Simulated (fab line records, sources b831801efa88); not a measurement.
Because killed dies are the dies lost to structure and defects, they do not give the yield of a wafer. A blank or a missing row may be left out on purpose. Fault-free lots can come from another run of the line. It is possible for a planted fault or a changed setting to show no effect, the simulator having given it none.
Split-lot trial ; flow sfq-line ; 23 wafers read from 5 lots, route of 325 steps

== ABOUT THE SPLIT ==
At SFQ_TRILAYER_L0_VIA_LITHO_COAT_018 (resist thk 62 nm), the setting resist-thk-nm was moved away from the recipe's 62 nm on 7 of the 23 wafers read, by +2.8% to +6.0%. For the rest of the wafers, this setting stayed at what the recipe calls for.

No step appears in the file between the split and the reading.

== THE READING ==
etch.depth-nm (the simulator's own value, which no gauge read), in nm, at SFQ_TRILAYER_L0_VIA_BARC_OPEN_VIA_ETCH_021 (etches BARC in O2, target depth 125 nm, time 41.7 s). No usual value for it is given in the file. The 16 wafers here that ran the recipe average 61.95 nm, standard deviation 0.16 nm.

wafer;tool, chamber at the split;resist-thk-nm as run, nm;against the recipe;etch.depth-nm, nm;against lot-mates on the recipe
L076.1;litho-track-03, 0;64.82;+4.5%;64.3;+2.59
L076.2;litho-track-03, 0;62;recipe;61.72;-
L076.3;litho-track-03, 0;62;recipe;61.66;-
L076.4;litho-track-03, 0;64.82;+4.5%;64.47;+2.76
L076.5;litho-track-03, 0;62;recipe;61.75;-
L077.1;litho-track-01, 0;62;recipe;61.97;-
L077.2;litho-track-01, 0;62;recipe;62.02;-
L077.3;litho-track-01, 0;62;recipe;62.02;-
L077.4;litho-track-01, 0;62;recipe;62.07;-
L077.6;litho-track-01, 0;62;recipe;62.07;-
L080.1;litho-track-04, 0;62;recipe;61.97;-
L080.3;litho-track-04, 0;62;recipe;62.19;-
L080.6;litho-track-04, 0;62;recipe;62.03;-
L083.1;litho-track-01, 0;62;recipe;61.74;-
L083.3;litho-track-01, 0;62;recipe;61.78;-
L083.4;litho-track-01, 0;65.69;+6.0%;65.68;+3.92
L083.5;litho-track-01, 0;65.69;+6.0%;65.57;+3.81
L083.6;litho-track-01, 0;65.69;+6.0%;65.64;+3.88
L084.1;litho-track-01, 0;62;recipe;62.03;-
L084.2;litho-track-01, 0;62;recipe;62.09;-
L084.4;litho-track-01, 0;62;recipe;62.08;-
L084.5;litho-track-01, 0;63.73;+2.8%;63.7;+1.63
L084.6;litho-track-01, 0;63.73;+2.8%;63.98;+1.91

FIT RESULTS
A straight line over all 23 wafers: etch.depth-nm changes by +0.602 nm for each +1% of resist-thk-nm; r = +0.99; the points scatter about the line by 0.19 nm.
The same after taking each lot's own level away (the mean of its wafers on the recipe; 23 wafers): +0.634 nm for each +1%; r = +1.00; scatter 0.1 nm.
Per that fit: largest resist-thk-nm move, reading shift of 3.8 nm.
Measured against the standard deviation above, the lots' own levels, which go from 61.710 to 62.067 nm, span 2.3 times it.
Consequently the slope shifts little with the lot-to-lot level, the two slopes agreeing.
Check: with one of the wafers moved furthest among these (+6.0%) left out of the fit, the line predicts +3.73 nm for it against its lot-mates. Against them it came out at +3.92 nm.

== THESE WAFERS: OTHER SPLITS ==
Before the reading, these wafers also passed through other splits. Each is held against what the fit with the lots' levels taken away leaves over:
other split on the same wafers;wafers away from the commonest value;r with etch.depth-nm (lot level and that fit taken away)
SFQ_TRILAYER_L0_LITHO_COAT_010 resist-thk-nm;10;+0.14

== THE WHOLE CHAIN: every reading that the file lists as answering this split, in the file's order ==
step;what it does;reading;change (the file's fit);r (the file's)
SFQ_TRILAYER_L0_VIA_LITHO_COAT_018;resist thk 62 nm;BARC_of_TRILAYER_L0_VIA_LITHO_COAT_018.thk-nm (the simulator's own value, which no gauge read);+0.629 nm for each +1% of the setting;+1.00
SFQ_TRILAYER_L0_VIA_BARC_OPEN_VIA_ETCH_021;etches BARC in O2, target depth 125 nm, time 41.7 s;etch.depth-nm (the simulator's own value, which no gauge read);+0.629 nm for each +1% of the setting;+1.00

== FILE'S OWN FIT ==
etch.depth-nm changes by +0.629 nm for each +1% of resist-thk-nm, r = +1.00.
